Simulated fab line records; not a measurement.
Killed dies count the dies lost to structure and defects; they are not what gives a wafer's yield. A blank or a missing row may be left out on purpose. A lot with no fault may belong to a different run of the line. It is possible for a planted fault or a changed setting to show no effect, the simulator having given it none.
2 desks looking at one fault -- flow sfq line -- numbers are kept per desk, each desk with only its own; the story behind them comes last

## FROM THE METROLOGY DESK
Lot by lot, what the gauges showed, no matter which tool ran the lot: averages of those sampled wafers that carry a number. Marked OUT: a lot whose mean sits more than 4 standard deviations from the usual mean, which makes it out of limits; the brackets give that distance.
Columns: A = M5_OVL at SFQ_M5_OVL_MEAS_932, usual -4 nm
lot,first seen here,A
L299,day 67 09:16,-8
L303,day 68 05:46,-3
L305,day 71 09:49,0
L306,day 71 14:29,0
L316,day 74 05:10,-8
L317,day 74 09:58,-4
Finding of this desk: none of the 6 lots has anything out of limits.

## AT THE TOOL OWNER'S DESK: rie metal-03
The tool's own readings at SFQ_TRILAYER_M5_BARC_OPEN_METAL_ETCH_161 (etches BARC in O2, target depth 125 nm, time 41.7 s): means of the sampled wafers that have a number, for each lot that ran on this tool. Marked OUT: a lot whose mean sits more than 4 standard deviations from the usual mean, which makes it out of limits; the brackets give that distance.
Columns: A = drypump motor current A at SFQ_TRILAYER_M5_BARC_OPEN_METAL_ETCH_161, usual 5.7 A; B = oes product au at SFQ_TRILAYER_M5_BARC_OPEN_METAL_ETCH_161, usual 0.685 a.u.
lot,first seen here,A,B
L303,day 68 05:48,5.7,0.683
L305,day 71 10:18,5.7,0.684
L306,day 71 14:31,5.4,0.681
Finding of this desk: none of the 3 lots has anything out of limits.

## ALL TOGETHER
The metrology desk saw nothing out of limits.
The tool owner's desk saw nothing out of limits.

## WHAT WAS PUT IN BY THE SIMULATOR
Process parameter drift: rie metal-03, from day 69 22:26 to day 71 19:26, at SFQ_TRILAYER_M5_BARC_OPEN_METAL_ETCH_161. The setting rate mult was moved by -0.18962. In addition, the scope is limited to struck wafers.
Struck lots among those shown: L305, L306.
